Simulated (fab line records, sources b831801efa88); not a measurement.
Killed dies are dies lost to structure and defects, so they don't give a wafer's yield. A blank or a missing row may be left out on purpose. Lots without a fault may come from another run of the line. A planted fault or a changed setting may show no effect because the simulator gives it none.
Which tool did it? | flow gf180mcu | 11 lots, 33 wafers sampled, at 3 steps of a route of 602

WHAT THE GAUGES READ, wafer by wafer
GF_TOP_METAL_CD_MEAS_14: target cd 440 nm.
lot  | measured     | on        | cd_nm (nm)
L846 | day 27 22:06 | cd_sem-02 | 439.7 437.4 438.7
L848 | day 28 14:02 | cd_sem-02 | 440.7 441.2 442.4
L850 | day 29 06:32 | cd_sem-02 | 441.7 443.2 442.4
L851 | day 29 11:16 | cd_sem-01 | 439.8 439.3 441.7
L854 | day 30 12:47 | cd_sem-02 | 441.1 439.4 440.1
L860 | day 32 01:25 | cd_sem-01 | 442.6 441.6 442.0
L861 | day 32 14:23 | cd_sem-01 | 438.8 437.9 439.2
L862 | day 33 02:40 | cd_sem-01 | 445.4 445.8 444.2
L863 | day 33 06:44 | cd_sem-01 | 439.8 439.9 437.9
L864 | day 33 06:55 | cd_sem-02 | 436.7 437.8 437.0
L865 | day 33 14:46 | cd_sem-01 | 440.0 438.4 439.9

WHICH TOOL RAN EACH LOT (tool, then ch and the chambers of the sampled wafers, then the start)
lot  | GF_V5_SPUTTER_22             | GF_TOP_METAL_SPUTTER_00
L846 | pvd_sputter-02, day 27 01:26 | pvd_sputter-04, day 27 02:04
L848 | pvd_sputter-01, day 27 17:21 | pvd_sputter-04, day 27 18:16
L850 | pvd_sputter-02, day 28 10:41 | pvd_sputter-01, day 28 11:19
L851 | pvd_sputter-02, day 28 16:19 | pvd_sputter-03, day 28 16:57
L854 | pvd_sputter-03, day 29 17:20 | pvd_sputter-01, day 29 18:13
L860 | pvd_sputter-03, day 31 07:23 | pvd_sputter-01, day 31 08:01
L861 | pvd_sputter-03, day 31 22:22 | pvd_sputter-01, day 31 23:00
L862 | pvd_sputter-02, day 32 09:45 | pvd_sputter-04, day 32 10:30
L863 | pvd_sputter-02, day 32 14:14 | pvd_sputter-04, day 32 14:52
L864 | pvd_sputter-03, day 32 14:30 | pvd_sputter-03, day 32 15:08
L865 | pvd_sputter-03, day 32 22:14 | pvd_sputter-04, day 32 22:52
- GF_V5_SPUTTER_22: material TiN, target thk 10 nm, time 40 s.
- GF_TOP_METAL_SPUTTER_00: material Ti, target thk 37.5 nm, time 150 s.

WHAT THE TOOLS THEMSELVES READ (means of the sampled wafers that have a number; where no wafer has one, the mark that the record gives instead)
GF_V5_SPUTTER_22.
lot  | tool           | throttle_valve_pct (%)
L846 | pvd_sputter-02 | 29.3
L848 | pvd_sputter-01 | 31.4
L850 | pvd_sputter-02 | 29.3
L851 | pvd_sputter-02 | 28.9
L854 | pvd_sputter-03 | 30.0
L860 | pvd_sputter-03 | 30.9
L861 | pvd_sputter-03 | 29.5
L862 | pvd_sputter-02 | 29.9
L863 | pvd_sputter-02 | 29.5
L864 | pvd_sputter-03 | 30.0
L865 | pvd_sputter-03 | 31.1

GF_TOP_METAL_SPUTTER_00.
lot  | tool           | throttle_valve_pct (%)
L846 | pvd_sputter-04 | 29.3
L848 | pvd_sputter-04 | 30.0
L850 | pvd_sputter-01 | 31.3
L851 | pvd_sputter-03 | 29.4
L854 | pvd_sputter-01 | 31.7
L860 | pvd_sputter-01 | 31.1
L861 | pvd_sputter-01 | 32.1
L862 | pvd_sputter-04 | 29.7
L863 | pvd_sputter-04 | 29.6
L864 | pvd_sputter-03 | 31.3
L865 | pvd_sputter-04 | 29.8

THE ANSWER, worked out from the rows above alone
Rule: what is usual is taken from the lots themselves. Put in order of their means at a reading, lots are off if they are a third of the lots or fewer, leave a main group of 4 or more, and stand apart from it by a gap of 3 or more times the standard deviation of the main group's means; of several such gaps the widest counts. A main group whose means are all the same, to the digits that the tables above print for the reading, isn't used. A lot without any number at a reading at which 4 lots or more have one is off too. The other lots that the step has rows for count as sound. The gauges are gone through in route order, then the tools' own readings, and for those a lot's mean is taken as printed above. The first step at which some lot is off is used, and at that step the reading that is off furthest; a lot without a number counts as furthest.
No lot is off at any reading shown: from this, nothing can be told.

WHAT THE SIMULATOR HAD PUT IN
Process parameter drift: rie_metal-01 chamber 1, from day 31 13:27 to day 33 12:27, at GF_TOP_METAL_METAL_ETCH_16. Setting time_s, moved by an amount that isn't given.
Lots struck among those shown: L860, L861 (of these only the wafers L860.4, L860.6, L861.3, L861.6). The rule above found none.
